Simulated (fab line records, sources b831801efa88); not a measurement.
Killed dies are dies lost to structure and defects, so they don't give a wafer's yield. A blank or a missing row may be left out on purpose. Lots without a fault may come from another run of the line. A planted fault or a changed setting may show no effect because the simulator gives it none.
Which tool did it? | flow sky130 | 14 lots, 42 wafers sampled, at 4 steps of a route of 708

WHAT THE GAUGES READ, wafer by wafer
SKY_PWDE_OVL_MEAS_07.
lot  | measured    | on         | PWDE_OVL (nm)
L751 | day 4 05:44 | overlay-02 | 2.5 1.8 2.6
L752 | day 4 07:43 | overlay-01 | 0.5 0.1 0.4
L755 | day 5 00:56 | overlay-01 | 0.3 0.1 -0.7
L756 | day 5 01:19 | overlay-01 | 0.7 1.5 1.9
L757 | day 5 05:49 | overlay-01 | 1.4 1.3 0.0
L760 | day 5 22:59 | overlay-01 | 0.9 0.4 0.8
L761 | day 6 04:13 | overlay-02 | 1.0 2.7 2.5
L763 | day 6 17:16 | overlay-01 | 0.1 -0.7 -0.7
L764 | day 7 01:11 | overlay-02 | -0.4 1.0 -0.3
L765 | day 7 04:37 | overlay-01 | 1.7 2.6 2.5
L766 | day 7 11:01 | overlay-01 | -0.4 -0.2 -1.2
L768 | day 7 22:02 | overlay-02 | 2.2 3.5 2.2
L773 | day 9 13:14 | overlay-01 | 0.8 0.5 1.3
L774 | day 9 13:35 | overlay-02 | -1.8 -0.2 -2.3

SKY_VT_ADJUST_LVTN_OVL_MEAS_07.
lot  | measured     | on         | VT_ADJUST_LVTN_OVL (nm)
L751 | day 7 07:07  | overlay-01 | -0.1 1.5 1.7
L752 | day 7 09:37  | overlay-02 | -0.1 0.0 1.1
L755 | day 8 06:24  | overlay-01 | 0.2 1.9 1.4
L756 | day 8 08:03  | overlay-02 | 2.6 3.2 2.5
L757 | day 8 12:26  | overlay-02 | 0.7 1.0 2.2
L760 | day 9 09:03  | overlay-02 | 1.0 2.1 2.8
L761 | day 9 12:53  | overlay-02 | 2.1 3.7 2.8
L763 | day 10 06:07 | overlay-01 | -1.5 -1.8 -0.1
L764 | day 10 14:36 | overlay-02 | 2.1 3.0 2.2
L765 | day 10 18:58 | overlay-01 | -0.2 1.3 1.9
L766 | day 11 01:39 | overlay-02 | 1.1 1.3 0.6
L768 | day 11 15:50 | overlay-01 | 1.6 2.1 2.7
L773 | day 13 13:28 | overlay-02 | 1.0 0.9 -0.1
L774 | day 13 14:38 | overlay-01 | 0.2 -1.0 0.5

SKY_VT_ADJUST_LVTN_OVL_MEAS_18.
lot  | measured     | on         | VT_ADJUST_LVTN_01_OVL (nm)
L751 | day 8 02:05  | overlay-02 | 3.0 1.6 3.2
L752 | day 8 04:09  | overlay-02 | -1.9 -2.5 -2.1
L755 | day 9 02:59  | overlay-02 | -0.3 -0.8 -0.5
L756 | day 9 05:33  | overlay-02 | -2.1 -3.2 -2.5
L757 | day 9 10:37  | overlay-01 | -1.1 -0.2 -1.1
L760 | day 10 07:11 | overlay-01 | 1.2 0.1 -0.4
L761 | day 10 12:08 | overlay-02 | 2.2 2.4 2.7
L763 | day 11 04:59 | overlay-02 | 0.1 -0.1 0.2
L764 | day 11 14:29 | overlay-01 | -1.5 -2.3 -1.0
L765 | day 11 18:41 | overlay-01 | -1.9 -0.5 -0.6
L766 | day 12 01:59 | overlay-02 | -0.3 -1.9 -0.9
L768 | day 12 16:02 | overlay-02 | 1.7 1.1 0.7
L773 | day 14 15:34 | overlay-01 | -0.9 -2.2 -1.5
L774 | day 14 17:17 | overlay-02 | -0.6 -2.5 -1.4

WHICH TOOL RAN EACH LOT (tool, then ch and the chambers of the sampled wafers, then the start)
lot  | SKY_VT_ADJUST_HVTP_STRIP_10
L751 | plasma_asher-04 ch 0,1, day 6 11:42
L752 | plasma_asher-02 ch 1, day 6 14:25
L755 | plasma_asher-02 ch 0,1, day 7 10:41
L756 | plasma_asher-01 ch 0, day 7 12:08
L757 | plasma_asher-02 ch 0,1, day 7 16:43
L760 | plasma_asher-01 ch 1, day 8 11:25
L761 | plasma_asher-01 ch 0,1, day 8 15:37
L763 | plasma_asher-01 ch 0,1, day 9 08:23
L764 | plasma_asher-01 ch 0,1, day 9 15:55
L765 | plasma_asher-04 ch 0,1, day 9 20:37
L766 | plasma_asher-01 ch 0, day 10 02:22
L768 | plasma_asher-04 ch 0,1, day 10 16:12
L773 | plasma_asher-02 ch 0,1, day 12 11:50
L774 | plasma_asher-01 ch 0, day 12 13:29
- SKY_VT_ADJUST_HVTP_STRIP_10: strips in O2/N2.

WHAT THE TOOLS THEMSELVES READ (means of the sampled wafers that have a number; where no wafer has one, the mark that the record gives instead)
SKY_VT_ADJUST_HVTP_STRIP_10.
lot  | tool            | chamber_pressure_mTorr (mTorr) | drypump_motor_current_A (A) | oes_product_au (a.u.) | strip_time_to_endpoint_s (s)
L751 | plasma_asher-04 | 1499.7                         | 6.3                         | 0.713                 | 14.17
L752 | plasma_asher-02 | 1500.6                         | 6.1                         | 0.716                 | 14.11
L755 | plasma_asher-02 | 1500.6                         | 5.3                         | 0.713                 | 14.17
L756 | plasma_asher-01 | 1499.6                         | 6.6                         | 0.719                 | 14.17
L757 | plasma_asher-02 | 1499.3                         | 5.3                         | 0.713                 | 14.19
L760 | plasma_asher-01 | 1499.5                         | 5.8                         | 0.717                 | 14.14
L761 | plasma_asher-01 | 1499.4                         | 6.1                         | 0.717                 | 14.13
L763 | plasma_asher-01 | 1799.9                         | 6.3                         | 0.742                 | 13.57
L764 | plasma_asher-01 | 1802.2                         | 6.3                         | 0.739                 | 13.64
L765 | plasma_asher-04 | 1498.9                         | 6.3                         | 0.715                 | 14.20
L766 | plasma_asher-01 | 1799.1                         | 6.6                         | 0.735                 | 13.65
L768 | plasma_asher-04 | 1500.1                         | 6.1                         | 0.719                 | 14.17
L773 | plasma_asher-02 | 1499.4                         | 5.7                         | 0.716                 | 14.17
L774 | plasma_asher-01 | 1500.3                         | 6.6                         | 0.716                 | 14.18

THE ANSWER, worked out from the rows above alone
Rule: what is usual is taken from the lots themselves. Put in order of their means at a reading, lots are off if they are a third of the lots or fewer, leave a main group of 4 or more, and stand apart from it by a gap of 3 or more times the standard deviation of the main group's means; of several such gaps the widest counts. A main group whose means are all the same, to the digits that the tables above print for the reading, isn't used. A lot without any number at a reading at which 4 lots or more have one is off too. The other lots that the step has rows for count as sound. The gauges are gone through in route order, then the tools' own readings, and for those a lot's mean is taken as printed above. The first step at which some lot is off is used, and at that step the reading that is off furthest; a lot without a number counts as furthest.
Off: L763, L764, L766, at SKY_VT_ADJUST_HVTP_STRIP_10 (chamber_pressure_mTorr). The main group: mean 1499.8 mTorr, standard deviation 0.53.
A tool fits if, at that step or a process step before it, it ran every lot that is off, and no sound lot after the first of them. None of those tried fits.

WHAT THE SIMULATOR HAD PUT IN
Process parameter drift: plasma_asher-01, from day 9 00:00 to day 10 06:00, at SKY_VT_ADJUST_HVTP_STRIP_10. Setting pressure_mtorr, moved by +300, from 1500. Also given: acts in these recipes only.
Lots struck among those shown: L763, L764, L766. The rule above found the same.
